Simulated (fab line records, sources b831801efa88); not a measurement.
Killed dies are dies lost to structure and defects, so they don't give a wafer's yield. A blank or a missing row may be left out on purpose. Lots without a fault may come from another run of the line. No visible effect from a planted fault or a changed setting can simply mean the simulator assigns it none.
Which tool was responsible? ; flow gf180mcu ; Sampling: 14 lots, 42 wafers, 3 of 602 route steps

## WHAT EACH GAUGE READ, for each wafer
GF_M3_RS_MEAS_05: the measuring method here is four-point-probe.
lot;measured;on;M3_ALCU_RS (ohm/sq)
L900;day 20 09:43;film-metro-03;0.0703 0.0690 0.0697
L903;day 21 17:37;film-metro-03;0.0703 0.0697 0.0693
L904;day 22 05:39;film-metro-03;0.0675 0.0687 0.0686
L906;day 22 18:09;film-metro-04;0.0699 0.0692 0.0684
L908;day 23 06:05;film-metro-03;0.0696 0.0709 0.0698
L909;day 23 15:00;film-metro-03;0.0701 0.0692 0.0696
L915;day 25 15:35;film-metro-03;0.0705 0.0709 0.0699
L916;day 26 03:22;film-metro-04;0.0689 0.0684 0.0711
L917;day 26 07:47;film-metro-03;0.0710 0.0695 0.0712
L918;day 27 00:44;film-metro-04;0.0707 0.0699 0.0704
L919;day 27 05:27;film-metro-03;0.0701 0.0698 0.0698
L920;day 27 07:47;film-metro-04;0.0682 0.0700 0.0688
L921;day 27 10:12;film-metro-01;0.0677 0.0700 0.0690
L923;day 28 03:20;film-metro-01;0.0682 0.0687 0.0686

## WHAT TOOL EACH LOT RAN ON (gives the tool, then ch and the chambers of the sampled wafers, and finally the start)
lot;GF_V2_SPUTTER_22;GF_M3_SPUTTER_02
L900;pvd-sputter-03, day 20 08:51;pvd-sputter-01, day 20 09:37
L903;pvd-sputter-02, day 21 16:45;pvd-sputter-01, day 21 17:31
L904;pvd-sputter-04, day 22 04:48;pvd-sputter-01, day 22 05:34
L906;pvd-sputter-03, day 22 17:17;pvd-sputter-01, day 22 18:02
L908;pvd-sputter-02, day 23 05:12;pvd-sputter-03, day 23 05:58
L909;pvd-sputter-03, day 23 14:09;pvd-sputter-01, day 23 14:55
L915;pvd-sputter-03, day 25 14:42;pvd-sputter-02, day 25 15:28
L916;pvd-sputter-03, day 26 02:31;pvd-sputter-01, day 26 03:16
L917;pvd-sputter-02, day 26 06:44;pvd-sputter-02, day 26 07:40
L918;pvd-sputter-03, day 26 23:46;pvd-sputter-02, day 27 00:38
L919;pvd-sputter-04, day 27 04:35;pvd-sputter-03, day 27 05:20
L920;pvd-sputter-03, day 27 06:55;pvd-sputter-01, day 27 07:41
L921;pvd-sputter-04, day 27 09:20;pvd-sputter-01, day 27 10:05
L923;pvd-sputter-03, day 28 02:26;pvd-sputter-01, day 28 03:15
- GF_V2_SPUTTER_22: material TiN, target thk 10 nm, time 40 s.
- GF_M3_SPUTTER_02: material AlCu, target thk 450 nm, time 23.9 s.

## WHAT THE TOOLS THEMSELVES READ (means of the sampled wafers that have a number; where no wafer has one, the mark that the record gives instead)
GF_V2_SPUTTER_22.
lot;tool;throttle-valve-pct (%)
L900;pvd-sputter-03;30.2
L903;pvd-sputter-02;29.4
L904;pvd-sputter-04;29.8
L906;pvd-sputter-03;29.9
L908;pvd-sputter-02;29.4
L909;pvd-sputter-03;30.4
L915;pvd-sputter-03;30.1
L916;pvd-sputter-03;30.8
L917;pvd-sputter-02;29.6
L918;pvd-sputter-03;29.9
L919;pvd-sputter-04;31.3
L920;pvd-sputter-03;30.4
L921;pvd-sputter-04;30.2
L923;pvd-sputter-03;30.0

GF_M3_SPUTTER_02.
lot;tool;throttle-valve-pct (%)
L900;pvd-sputter-01;30.2
L903;pvd-sputter-01;30.2
L904;pvd-sputter-01;30.2
L906;pvd-sputter-01;30.1
L908;pvd-sputter-03;30.4
L909;pvd-sputter-01;29.9
L915;pvd-sputter-02;29.7
L916;pvd-sputter-01;30.4
L917;pvd-sputter-02;29.2
L918;pvd-sputter-02;29.7
L919;pvd-sputter-03;30.7
L920;pvd-sputter-01;30.0
L921;pvd-sputter-01;30.1
L923;pvd-sputter-01;30.2

## THE ANSWER, worked out from the rows above alone
Rule: usual is defined by the lots themselves. The widest of any qualifying gaps counts: lots, ordered by their means at a reading, are off when they make up no more than a third of the lots, leave a main group of 4 or more, and stand apart from it by 3 or more times the standard deviation of that group's means. If all means in a main group match to the digits the tables above print for the reading, that group is not used. A lot without any number at a reading at which 4 lots or more have one is off too. Any other lot the step has rows for is counted as sound. After the gauges, taken in route order, come the tools' own readings; for these a lot's mean is taken, as printed above. At the first step where some lot is off, the reading lying furthest off is the one used; lots without a number count as furthest.
No lot is off on any of the readings shown, so nothing can be concluded from this.

## WHAT WAS PUT IN BY THE SIMULATOR
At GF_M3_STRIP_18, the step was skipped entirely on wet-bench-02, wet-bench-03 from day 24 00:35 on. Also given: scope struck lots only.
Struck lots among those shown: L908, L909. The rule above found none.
